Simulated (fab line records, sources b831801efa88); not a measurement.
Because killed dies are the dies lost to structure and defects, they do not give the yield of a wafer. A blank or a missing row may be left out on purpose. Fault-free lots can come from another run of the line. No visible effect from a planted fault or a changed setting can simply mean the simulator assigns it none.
A lot that was struck, set against a sound lot -- flow sky130 -- 19 out of 708 route steps
Sound: these wafers, L545.1, L545.2, L545.4. Struck: wafer L547.5. The cause is given at the end.
For every step that has rows: the tool of each side, followed by ch and its chambers, followed by its first start. Under that, the readings that differ: sound wafers -- struck wafers -- difference of the means -- sigmas: that difference in standard deviations of wafers without a fault.
alike: readings whose means differ by less than 2 such deviations, and words and numbers that are the same on both sides. not compared: withheld readings, readings that some wafer has no value for, bounds like >300 that may hide the same value, and numbers for which the record gives no deviation and whose values overlap.
Wherever a step has rows on one side only, a row that says differs or no value, or a row with sigmas, the two part there. Numbers that have no deviation but don't overlap get no sigmas and don't part them. A reading that every wafer of one side lacks parts them only if that side has two wafers or more.

SKY_VIA1_ETCH_15: etches SiO2 in C4F8/O2/Ar, stops on TiN, target depth 351 nm, time 54 s.
  sound on rie diel-02 ch 0,1,3, day 35 15:24; struck on rie diel-03 ch 0, day 36 00:46
  alike: oes product au
then, 5 steps without rows for these wafers: SKY_VIA1_STRIP_16 (strips in O2/N2); SKY_VIA1_STRIP_17 (strips in post etch residue remover, time 1200 s); SKY_VIA1_CLEAN_18 (cleans in IPA, time 180 s); SKY_VIA1_CLEAN_19 (cleans in O3/DIW); SKY_VIA1_SPUTTER_20 (material TiN, target thk 20 nm, time 80 s).
SKY_VIA1_CVD_21: deposits W, target thk 270 nm, time 80.902 s.
  sound on cvd w-02 ch 0,1, day 35 16:06; struck on cvd w-01 ch 0, day 36 01:31
  alike: heater power w
SKY_VIA1_RS_MEAS_22: measures by four-point-probe.
  struck on film metro-04, day 36 01:38; sound on film metro-01, day 35 16:11
  alike: VIA1_W_RS
SKY_VIA1_THK_MEAS_23: measures by xrf.
  struck on film metro-04, day 36 01:43; sound on film metro-01, day 35 16:19
reading,sound,struck,difference,sigmas
VIA1_W_THK (nm),270 266 267,277,+9,+2
then, 2 steps without rows for these wafers: SKY_VIA1_CMP_24 (polishes, stops on SiO2, t overpolish 15 s, target thk 0 nm); SKY_METAL2_SPUTTER_00 (material Ti, target thk 15 nm, time 10 s).
SKY_METAL2_SPUTTER_01: material TiN, target thk 20 nm, time 16.7 s.
  struck on pvd sputter-01, day 36 02:04; sound on pvd sputter-01, day 35 16:41
  alike: cathode dc power W, throttle valve pct
SKY_METAL2_SPUTTER_02: material AlCu, target thk 250 nm, time 13.3 s.
  struck on pvd sputter-01, day 36 02:06; sound on pvd sputter-01, day 35 16:43
reading,sound,struck,difference,sigmas
cathode dc power W (W),10600 10603 10597,9798.7,-801.3,-99 or more
model.AlCu_of_METAL2_SPUTTER_02.thk nm (nm),251.2 251.4 250.2,227.8,-23.1,
  alike: throttle valve pct
SKY_METAL2_SPUTTER_03: material Ti, target thk 5 nm, time 3.3 s.
  struck on pvd sputter-01, day 36 02:07; sound on pvd sputter-01, day 35 16:44
  alike: cathode dc power W, throttle valve pct
SKY_METAL2_SPUTTER_04: material TiN, target thk 70 nm, time 56.74 s.
  struck on pvd sputter-01, day 36 02:09; sound on pvd sputter-01, day 35 16:46
  alike: cathode dc power W, throttle valve pct
SKY_METAL2_RS_MEAS_05: measures by four-point-probe.
  struck on film metro-03, day 36 02:16; sound on film metro-04, day 35 16:49
reading,sound,struck,difference,sigmas
METAL2_ALCU_RS (ohm/sq),0.1260 0.1258 0.1264,0.1393,+0.0132,+10
SKY_METAL2_THK_MEAS_06: measures by xrf.
  struck on film metro-03, day 36 02:20; sound on film metro-04, day 35 16:56
reading,sound,struck,difference,sigmas
METAL2_ALCU_THK (nm),246.4 247.3 246.5,225.7,-21.0,-8
then, 1 step without rows for these wafers: SKY_METAL2_DEHYDRATE_07 (time 60 s).
SKY_PAD_OPEN_PROBE_99:
  the record holds rows for the sound wafers here (prober-01, day 47 01:56) but none for the struck ones

WHERE THEY PART
At SKY_VIA1_THK_MEAS_23 first; at SKY_PAD_OPEN_PROBE_99 last (within this record only).

WHY: the cause the simulator had injected
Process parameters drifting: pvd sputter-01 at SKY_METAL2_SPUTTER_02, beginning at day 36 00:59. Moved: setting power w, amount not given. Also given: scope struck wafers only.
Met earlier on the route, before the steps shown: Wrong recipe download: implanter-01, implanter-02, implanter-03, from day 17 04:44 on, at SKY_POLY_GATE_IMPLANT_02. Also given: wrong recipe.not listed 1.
